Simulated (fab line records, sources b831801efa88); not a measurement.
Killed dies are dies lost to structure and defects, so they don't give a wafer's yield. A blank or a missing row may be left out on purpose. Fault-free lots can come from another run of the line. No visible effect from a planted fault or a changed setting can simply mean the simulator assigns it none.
A single fault, viewed from 2 desks + flow sky130 + every desk sees just its own numbers, and what lay behind them comes last

## METROLOGY DESK
Means of the sampled wafers that have a number, per lot and without regard to the tool the lot ran on: this is what the gauges read. A lot is out of limits, marked OUT, if its mean lies more than 4 standard deviations from the usual mean; the brackets give that distance.
Columns: A = INCOMING_BOW at SKY_FIELD_ISO_BOW_MEAS_00, usual 0 um; B = cd_nm at SKY_VT_ADJUST_HVTP_CD_MEAS_07, usual 380.1 nm; C = VT_ADJUST_LVTN_2_TW at SKY_VT_ADJUST_LVTN_TW_MEAS_21, usual 186.8
| lot  | first seen here | A  | B     | C     |
|------|-----------------|----|-------|-------|
| L668 | day 1 15:01     | -2 | 378.6 | 187.9 |
| L669 | day 1 20:00     | -1 | 380.0 | 187.0 |
| L671 | day 2 06:00     | 0  | 380.9 | 184.8 |
| L672 | day 2 11:00     | -8 | 377.0 | 184.1 |
| L674 | day 2 21:01     | -3 | 382.6 | 188.2 |
| L676 | day 3 07:00     | 3  | 380.3 | 186.1 |
| L677 | day 3 12:00     | -1 | 380.0 | 186.2 |
| L678 | day 3 17:00     | 1  | 379.4 | 187.4 |
| L679 | day 3 22:00     | -6 | 379.9 | 188.5 |
| L687 | day 5 14:02     | -2 | 386.8 | 187.1 |
| L688 | day 5 19:00     | 2  | 382.7 | 187.3 |
| L689 | day 6 00:01     | 3  | 388.0 | 186.1 |
Finding of this desk: none of the 12 lots has anything out of limits.

## FOR THE TOOL OWNER'S DESK: iline_stepper-01
The tool's own readings at SKY_VT_ADJUST_HVTP_EXPOSE_04 (exposes mask HVTPM, target cd 380 nm): means of the sampled wafers that have a number, for each lot that ran on this tool. A lot is out of limits, marked OUT, if its mean lies more than 4 standard deviations from the usual mean; the brackets give that distance.
Columns: A = exposure_dose_mJ_cm2 at SKY_VT_ADJUST_HVTP_EXPOSE_04, usual 140.00
| lot  | first seen here | A                |
|------|-----------------|------------------|
| L668 | day 6 00:12     | 139.92           |
| L669 | day 6 05:32     | 140.13           |
| L671 | day 6 20:56     | 140.12           |
| L672 | day 7 02:46     | 140.02           |
| L674 | day 7 16:08     | 139.97           |
| L687 | day 10 22:53    | 142.97 (+20) OUT |
| L689 | day 11 13:38    | 142.12 (+14) OUT |
This desk's verdict: out of limits on L687, L689, starting with L687 at day 10 22:53 (exposure_dose_mJ_cm2 at SKY_VT_ADJUST_HVTP_EXPOSE_04). L668, L669, L671, L672, L674 stayed within limits.

## TAKEN TOGETHER
The tool owner's desk had the chance to raise an alarm at day 10 22:53 on L687, L689.
Metrology desk: nothing out of limits seen.
The metrology desk has L687, L689 on record, within its limits.
Every lot named ran SKY_VT_ADJUST_HVTP_EXPOSE_04 on iline_stepper-01.

## WHAT WAS PUT IN BY THE SIMULATOR
Drift in process parameters on iline_stepper-01 at SKY_VT_ADJUST_HVTP_EXPOSE_04, starting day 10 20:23. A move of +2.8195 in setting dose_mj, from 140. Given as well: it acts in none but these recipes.
Lots struck among those shown: L687, L689.
Delay in hours, fault start to first out-of-limits reading, by desk: the tool owner's desk at 2.
